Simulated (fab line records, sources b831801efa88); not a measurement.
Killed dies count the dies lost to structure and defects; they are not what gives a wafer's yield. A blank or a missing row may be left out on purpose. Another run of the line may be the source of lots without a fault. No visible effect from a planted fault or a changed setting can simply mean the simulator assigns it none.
Commonality check across tools / flow sky130 / Sampled: 11 lots, 33 wafers

== WHAT PROMPTED THE OPENING ==
Flagged at SKY_VT_ADJUST_HVTR_CD_MEAS_07: reading cd-nm, on 2 of 11 lots. Fault-free wafers read 379.3 nm, with a standard deviation of 2.3.
Rule: a lot is flagged in two cases, either no wafer of it has a number, or all its wafers with numbers fall more than 4 standard deviations from that mean. The other lots count as sound.

lot=L244; measured=day 9 17:50; on=cd-sem-01; cd-nm (nm), wafer by wafer=376.8 375.4 374.4; flag=
lot=L245; measured=day 10 12:37; on=cd-sem-02; cd-nm (nm), wafer by wafer=378.8 378.0 380.7; flag=
lot=L249; measured=day 11 16:08; on=cd-sem-01; cd-nm (nm), wafer by wafer=379.5 379.2 381.8; flag=
lot=L250; measured=day 11 18:59; on=cd-sem-01; cd-nm (nm), wafer by wafer=378.4 379.6 378.9; flag=
lot=L254; measured=day 12 21:56; on=cd-sem-02; cd-nm (nm), wafer by wafer=380.0 380.1 381.3; flag=
lot=L255; measured=day 13 06:38; on=cd-sem-01; cd-nm (nm), wafer by wafer=383.3 383.1 383.2; flag=
lot=L257; measured=day 14 00:43; on=cd-sem-02; cd-nm (nm), wafer by wafer=380.0 379.0 377.8; flag=
lot=L258; measured=day 14 07:53; on=cd-sem-02; cd-nm (nm), wafer by wafer=390.5 390.6 391.5; flag=FLAGGED
lot=L259; measured=day 14 12:24; on=cd-sem-01; cd-nm (nm), wafer by wafer=389.9 390.9 388.8; flag=FLAGGED
lot=L260; measured=day 15 19:18; on=cd-sem-01; cd-nm (nm), wafer by wafer=376.8 380.4 380.3; flag=
lot=L264; measured=day 16 10:07; on=cd-sem-01; cd-nm (nm), wafer by wafer=382.5 380.3 379.4; flag=
The numbers of the flagged lots are 390.4 nm on average: +11.1 nm against the usual, or +5 standard deviations.

== EACH LOT AND THE TOOL IT RAN ON ==
The record holds 2 process steps before the reading, out of a route of 708 steps. Read each cell as the tool, then ch plus the chambers that the sampled wafers visited, then the start.
lot=L244; flag=; SKY_VT_ADJUST_LVTN_STRIP_09=plasma-asher-02 ch 0,1, day 7 04:29; SKY_VT_ADJUST_HVTR_COAT_02=litho-track-02 ch 0, day 9 06:23
lot=L245; flag=; SKY_VT_ADJUST_LVTN_STRIP_09=plasma-asher-04 ch 0,1, day 7 22:14; SKY_VT_ADJUST_HVTR_COAT_02=litho-track-04 ch 0, day 10 01:58
lot=L249; flag=; SKY_VT_ADJUST_LVTN_STRIP_09=plasma-asher-02 ch 0,1, day 8 20:29; SKY_VT_ADJUST_HVTR_COAT_02=litho-track-01 ch 0, day 11 03:50
lot=L250; flag=; SKY_VT_ADJUST_LVTN_STRIP_09=plasma-asher-02 ch 0,1, day 8 23:59; SKY_VT_ADJUST_HVTR_COAT_02=litho-track-01 ch 0, day 11 06:50
lot=L254; flag=; SKY_VT_ADJUST_LVTN_STRIP_09=plasma-asher-04 ch 0,1, day 9 22:11; SKY_VT_ADJUST_HVTR_COAT_02=litho-track-02 ch 0, day 12 09:20
lot=L255; flag=; SKY_VT_ADJUST_LVTN_STRIP_09=plasma-asher-01 ch 0,1, day 10 06:14; SKY_VT_ADJUST_HVTR_COAT_02=litho-track-02 ch 0, day 12 18:20
lot=L257; flag=; SKY_VT_ADJUST_LVTN_STRIP_09=plasma-asher-02 ch 0,1, day 10 23:17; SKY_VT_ADJUST_HVTR_COAT_02=litho-track-04 ch 0, day 13 11:40
lot=L258; flag=FLAGGED; SKY_VT_ADJUST_LVTN_STRIP_09=plasma-asher-04 ch 0,1, day 11 05:10; SKY_VT_ADJUST_HVTR_COAT_02=litho-track-02 ch 0, day 13 18:38
lot=L259; flag=FLAGGED; SKY_VT_ADJUST_LVTN_STRIP_09=plasma-asher-04 ch 0,1, day 11 09:22; SKY_VT_ADJUST_HVTR_COAT_02=litho-track-02 ch 0, day 13 23:26
lot=L260; flag=; SKY_VT_ADJUST_LVTN_STRIP_09=plasma-asher-04 ch 0,1, day 12 14:05; SKY_VT_ADJUST_HVTR_COAT_02=litho-track-04 ch 0, day 15 05:16
lot=L264; flag=; SKY_VT_ADJUST_LVTN_STRIP_09=plasma-asher-02 ch 0, day 13 02:43; SKY_VT_ADJUST_HVTR_COAT_02=litho-track-04 ch 0, day 15 19:25
These steps, and what they do:
- SKY_VT_ADJUST_LVTN_STRIP_09: strips in O2/N2.
- SKY_VT_ADJUST_HVTR_COAT_02: resist thk 1140 nm.
- SKY_VT_ADJUST_HVTR_CD_MEAS_07: target cd 380 nm.

== FLAGGED AGAINST TOTAL, ONE TOOL AT A TIME (gauges that did the reading follow at the end) ==
step=SKY_VT_ADJUST_LVTN_STRIP_09; tool=plasma-asher-01; lots run=1; flagged=0; share of the flagged lots=none; sound lots run after its first flagged lot=-
step=SKY_VT_ADJUST_LVTN_STRIP_09; tool=plasma-asher-02; lots run=5; flagged=0; share of the flagged lots=none; sound lots run after its first flagged lot=-
step=SKY_VT_ADJUST_LVTN_STRIP_09; tool=plasma-asher-04; lots run=5; flagged=2; share of the flagged lots=all; sound lots run after its first flagged lot=1 (L260)
step=SKY_VT_ADJUST_HVTR_COAT_02; tool=litho-track-01; lots run=2; flagged=0; share of the flagged lots=none; sound lots run after its first flagged lot=-
step=SKY_VT_ADJUST_HVTR_COAT_02; tool=litho-track-02; lots run=5; flagged=2; share of the flagged lots=all; sound lots run after its first flagged lot=0
step=SKY_VT_ADJUST_HVTR_COAT_02; tool=litho-track-04; lots run=4; flagged=0; share of the flagged lots=none; sound lots run after its first flagged lot=-
step=SKY_VT_ADJUST_HVTR_CD_MEAS_07; tool=cd-sem-01; lots run=7; flagged=1; share of the flagged lots=some; sound lots run after its first flagged lot=2 (L260,L264)
step=SKY_VT_ADJUST_HVTR_CD_MEAS_07; tool=cd-sem-02; lots run=4; flagged=1; share of the flagged lots=some; sound lots run after its first flagged lot=0

== WHAT THE TABLE PERMITS ==
Every flagged lot went through 2 rows of the table: plasma-asher-04 at SKY_VT_ADJUST_LVTN_STRIP_09 and litho-track-02 at SKY_VT_ADJUST_HVTR_COAT_02.
- plasma-asher-04 at SKY_VT_ADJUST_LVTN_STRIP_09: 2 of its 5 lots flagged. Sound lots followed the first flagged one (L260) on it, something a lasting fault affecting the whole tool could not allow.
- litho-track-02 at SKY_VT_ADJUST_HVTR_COAT_02: 2 of its 5 lots flagged. It ran its last sound lot, L255, at day 12 18:20 and its first flagged lot, L258, at day 13 18:38: a fault with its onset between the two fits. Its own readings lie more than 4 standard deviations out on every wafer of the flagged lots: spin-speed-rpm.
Just one tool remains: litho-track-02 at SKY_VT_ADJUST_HVTR_COAT_02.

== WHAT WAS PUT IN BY THE SIMULATOR ==
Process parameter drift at SKY_VT_ADJUST_HVTR_COAT_02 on litho-track-02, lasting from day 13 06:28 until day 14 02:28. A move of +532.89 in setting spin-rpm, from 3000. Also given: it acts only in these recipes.
Lots struck among those shown: L258, L259. The rule above found the same.
